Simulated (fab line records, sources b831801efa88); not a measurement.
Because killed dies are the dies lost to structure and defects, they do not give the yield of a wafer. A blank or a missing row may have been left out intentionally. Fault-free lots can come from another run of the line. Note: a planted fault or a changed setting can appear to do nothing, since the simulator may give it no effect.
8D (eight disciplines) problem report, filled in by code + flow gf180mcu + the parts of the form that need people (team, actions taken, sign-off) are left out

1. WHAT WENT WRONG
Mean MVPSD_RS at GF_VT_IMPLANT_RS_MEAS_49: 1198.7 ohm/sq over 6 wafers in 2 lots; fault-free wafers: 1168.6 ohm/sq, standard deviation 3. Measured from the usual mean, that is +10 standard deviations.
The step: measures by four-point-probe.
Earliest sighting: wafer L918.4 on filmMetro-03 at day 9 08:19. At this step, 39 wafers from 13 lots have a number in the record. Rule for "out", or "out of limits": more than 4 standard deviations from the usual mean. The other wafers with a number count as sound.

2. WHAT IT IS AND WHAT IT IS NOT
| question                    | is                     | is not                                                                                                   |
|-----------------------------|------------------------|----------------------------------------------------------------------------------------------------------|
| which readings at this step | MVPSD_RS               | -                                                                                                        |
| which lots                  | L918, L919             | L912, L913, L914, L917, L926, L927, L929, L932, L933, L934, L935                                         |
| which wafers of those lots  | all that have a number | -                                                                                                        |
| read on which gauges        | filmMetro-03           | filmMetro-01, filmMetro-02                                                                               |
| when                        | from day 9 08:19       | up to then (12 sound wafers); but 21 sound wafers of L926, L927, L929, L932, L933, L934, L935 came after |

3. THE SUSPECTS, EACH WITH WHAT RULES IT OUT
Counting: a tool at any process step up to the reading remains a suspect when it ran all the lots that are out and ran no sound lot after the first of those.
- the gauge at GF_VT_IMPLANT_RS_MEAS_49 is ruled out. All the wafers that are out were read on filmMetro-03, but those of them that GF_MVPSD_IMPLANT_08 has rows for are out there too, on other tools.
- implanter-03 at GF_MVPSD_IMPLANT_08: kept. Every lot that is out went through it, starting with L918 (day 6 13:53), and after that it ran no sound lot; the last sound lot it ran before then is L913 (day 5 09:01). Out on those wafers are its own readings of doseIonsCm2.
The count leaves implanter-03 at GF_MVPSD_IMPLANT_08.

4. THE CAUSE (what the simulator had put in)
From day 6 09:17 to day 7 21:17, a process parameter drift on implanter-03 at GF_MVPSD_IMPLANT_08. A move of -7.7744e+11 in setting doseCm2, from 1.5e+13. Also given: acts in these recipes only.
Counting left only this tool.

5. THE EFFECT CHAIN, in route order
One row per reading whose mean, taken over the struck wafers that have a number, lies over 3 standard deviations from the usual. Only readings for which the record gives a usual standard deviation are gone through. hours: the time from each lot's start at the first step in this table that gives one to its start at this step, as a median over the lots. sigmas: the change in usual standard deviations.
| hours | step                     | reading     | usual         | on struck wafers | change      | sigmas |
|-------|--------------------------|-------------|---------------|------------------|-------------|--------|
| 0     | GF_MVPSD_IMPLANT_08      | doseIonsCm2 | 1.4997e+13    | 1.4216e+13       | -7.8050e+11 | -52    |
| 66    | GF_VT_IMPLANT_RS_MEAS_49 | MVPSD_RS    | 1168.6 ohm/sq | 1198.7           | +30.1       | +10    |
The process steps in it:
- GF_MVPSD_IMPLANT_08
At these later measuring or inspecting steps, every struck wafer for which the step has a row has a number for every such reading, and none has moved that far: GF_PSD_OVL_MEAS_08.

6. WHAT WOULD HAVE CAUGHT IT SOONER
In this record the first reading out of limits at a measuring or inspecting step was taken at day 9 08:19, 71 hours after the fault began at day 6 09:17.
The tool's own readings at GF_MVPSD_IMPLANT_08 were out on every struck wafer that the step has a row for (doseIonsCm2): an alarm limit on them would have fired on the first of those.
By day 9 08:19 the whole set of lots that are out, 2 in number, had already begun GF_MVPSD_IMPLANT_08 on implanter-03. Holding the tool at that point would not have protected any of them.
